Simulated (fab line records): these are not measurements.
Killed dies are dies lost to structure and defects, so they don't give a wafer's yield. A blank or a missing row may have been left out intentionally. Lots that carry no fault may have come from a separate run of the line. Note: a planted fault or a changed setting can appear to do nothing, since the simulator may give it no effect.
Which tool was responsible?    flow gf180mcu    42 wafers from 14 lots sampled at 4 of the route's 602 steps

WHAT THE GAUGES SHOWED, per wafer
GF_V5_THK_MEAS_01. Usual: for V5_CVD_00_THK the level is 286 nm and the standard deviation is 3.2.
lot   measured      on             V5_CVD_00_THK (nm)  flag
L325  day 26 07:52  film metro-04  288 282 289         
L326  day 26 12:40  film metro-04  285 286 285         
L329  day 27 22:47  film metro-03  288 293 291         
L330  day 27 23:46  film metro-01  293 286 295         
L331  day 28 09:26  film metro-03  288 286 287         
L332  day 28 20:31  film metro-04  282 288 283         
L333  day 28 22:55  film metro-01  285 282 284         
L336  day 29 21:13  film metro-04  281 285 291         
L338  day 30 09:17  film metro-03  286 287 293         
L339  day 30 13:23  film metro-01  287 291 286         
L343  day 31 16:10  film metro-04  291 284 288         
L345  day 32 07:02  film metro-04  286 288 286         
L346  day 32 12:26  film metro-04  286 290 289         
L347  day 32 17:54  film metro-04  291 291 289         

WHICH TOOL RAN EACH LOT (tool, then ch and the chambers of the sampled wafers, then the start)
lot   GF_SAB_STRIP_13                       GF_V4_CMP_26                   GF_MIM_SPUTTER_00
L325  plasma asher-02 ch 0,1, day 15 02:10  cmp-01 ch 0,2,3, day 24 10:20  pvd sputter-03, day 24 10:32
L326  plasma asher-04 ch 0,1, day 15 08:07  cmp-01 ch 0,1,2, day 24 15:54  pvd sputter-01, day 24 16:09
L329  plasma asher-04 ch 0,1, day 16 16:00  cmp-02 ch 0,3, day 26 03:25    pvd sputter-03, day 26 03:43
L330  plasma asher-03 ch 0,1, day 16 22:29  cmp-01 ch 1,2, day 26 05:07    pvd sputter-03, day 26 05:25
L331  plasma asher-04 ch 0,1, day 17 07:53  cmp-02 ch 1,3, day 26 15:29    pvd sputter-02, day 26 15:44
L332  plasma asher-04 ch 0,1, day 17 21:53  cmp-02 ch 1,2,3, day 27 02:35  pvd sputter-03, day 27 02:53
L333  plasma asher-04 ch 0,1, day 18 01:41  cmp-01 ch 0,1,3, day 27 06:29  pvd sputter-01, day 27 06:41
L336  plasma asher-04 ch 0,1, day 19 04:14  cmp-02 ch 0,1,2, day 28 05:44  pvd sputter-01, day 28 05:53
L338  plasma asher-02 ch 1, day 19 18:17    cmp-01 ch 0,1,2, day 28 17:55  pvd sputter-02, day 28 18:10
L339  plasma asher-04 ch 0,1, day 20 01:37  cmp-01 ch 0,1,2, day 28 21:51  pvd sputter-01, day 28 22:09
L343  plasma asher-02 ch 0,1, day 21 16:54  cmp-01 ch 0,1,2, day 30 02:44  pvd sputter-02, day 30 03:02
L345  plasma asher-03 ch 0,1, day 22 08:20  cmp-02 ch 0,2, day 30 17:40    pvd sputter-01, day 30 17:55
L346  plasma asher-03 ch 1, day 22 17:38    cmp-01 ch 1,2,3, day 30 23:40  pvd sputter-01, day 30 23:55
L347  plasma asher-02 ch 0,1, day 22 23:58  cmp-01 ch 0,2,3, day 31 06:44  pvd sputter-03, day 31 06:59
- GF_SAB_STRIP_13: strips in O2/N2.
- GF_V4_CMP_26: polishes, stops on SiO2, t overpolish 15 s, target thk 0 nm.
- GF_MIM_SPUTTER_00: material Ti, target thk 37.5 nm, time 150 s.

WHAT THE TOOLS THEMSELVES READ (means of the sampled wafers that have a number; where no wafer has one, the mark that the record gives instead)
GF_SAB_STRIP_13. Usual: drypump motor current A 5.73 A, standard deviation 0.24; heater power w 310 W, standard deviation 25; oes product au 0.710 a.u., standard deviation 0.0051; strip time to endpoint s 12.60 s, standard deviation 0.038.
lot   tool             drypump motor current A (A)  heater power w (W)  oes product au (a.u.)  strip time to endpoint s (s)  flag
L325  plasma asher-02  5.93                         278                 0.706                  12.62                         
L326  plasma asher-04  5.51                         300                 0.714                  12.64                         
L329  plasma asher-04  5.52                         303                 0.710                  12.53                         
L330  plasma asher-03  5.74                         336                 0.714                  12.61                         
L331  plasma asher-04  5.53                         304                 0.707                  12.52                         
L332  plasma asher-04  5.50                         304                 0.711                  12.60                         
L333  plasma asher-04  5.63                         308                 0.711                  12.60                         
L336  plasma asher-04  5.51                         303                 0.709                  12.63                         
L338  plasma asher-02  5.85                         251                 0.710                  12.58                         
L339  plasma asher-04  5.49                         309                 0.706                  12.58                         
L343  plasma asher-02  6.04                         303                 0.710                  12.58                         
L345  plasma asher-03  5.82                         333                 0.708                  12.60                         
L346  plasma asher-03  5.89                         338                 0.710                  12.63                         
L347  plasma asher-02  6.03                         303                 0.714                  12.57                         

GF_V4_CMP_26. Usual: motor current A 10.3 A, standard deviation 0.84; overpolish run s 15.000 s, standard deviation 0.0079; time to endpoint s 84 s, standard deviation 3.4.
lot   tool    motor current A (A)  overpolish run s (s)  time to endpoint s (s)  flag
L325  cmp-01  9.4                  15.004                84                      
L326  cmp-01  10.0                 15.003                80                      
L329  cmp-02  11.4                 15.000                85                      
L330  cmp-01  10.3                 14.999                86                      
L331  cmp-02  10.4                 14.997                80                      
L332  cmp-02  10.3                 15.000                81                      
L333  cmp-01  9.9                  15.010                82                      
L336  cmp-02  10.6                 15.002                85                      
L338  cmp-01  9.9                  14.997                84                      
L339  cmp-01  10.2                 14.999                84                      
L343  cmp-01  10.4                 15.001                84                      
L345  cmp-02  11.1                 14.999                89                      
L346  cmp-01  10.4                 15.001                82                      
L347  cmp-01  9.4                  14.992                84                      

GF_MIM_SPUTTER_00. Usual: throttle valve pct 30.2 %, standard deviation 0.98.
lot   tool            throttle valve pct (%)  flag
L325  pvd sputter-03  30.6                    
L326  pvd sputter-01  29.9                    
L329  pvd sputter-03  29.5                    
L330  pvd sputter-03  30.3                    
L331  pvd sputter-02  30.3                    
L332  pvd sputter-03  30.0                    
L333  pvd sputter-01  29.6                    
L336  pvd sputter-01  30.2                    
L338  pvd sputter-02  29.8                    
L339  pvd sputter-01  30.1                    
L343  pvd sputter-02  31.0                    
L345  pvd sputter-01  30.5                    
L346  pvd sputter-01  29.4                    
L347  pvd sputter-03  30.2                    

THE ANSWER, worked out from the rows above alone
Rule: a lot counts as off when the mean over its wafers that have a number is more than 3 standard deviations away from the usual mean. A lot without any number at a reading at which 4 lots or more have one is off too. The other lots that the step has rows for count as sound. Order of review: gauges by route order, followed by the tools' own readings, for which a lot's mean as printed above is used. At the first step where some lot is off, the reading lying furthest off is the one used; lots without a number count as furthest.
No lot is off on any of the readings shown, so nothing can be concluded from this.

WHAT THE SIMULATOR PUT IN
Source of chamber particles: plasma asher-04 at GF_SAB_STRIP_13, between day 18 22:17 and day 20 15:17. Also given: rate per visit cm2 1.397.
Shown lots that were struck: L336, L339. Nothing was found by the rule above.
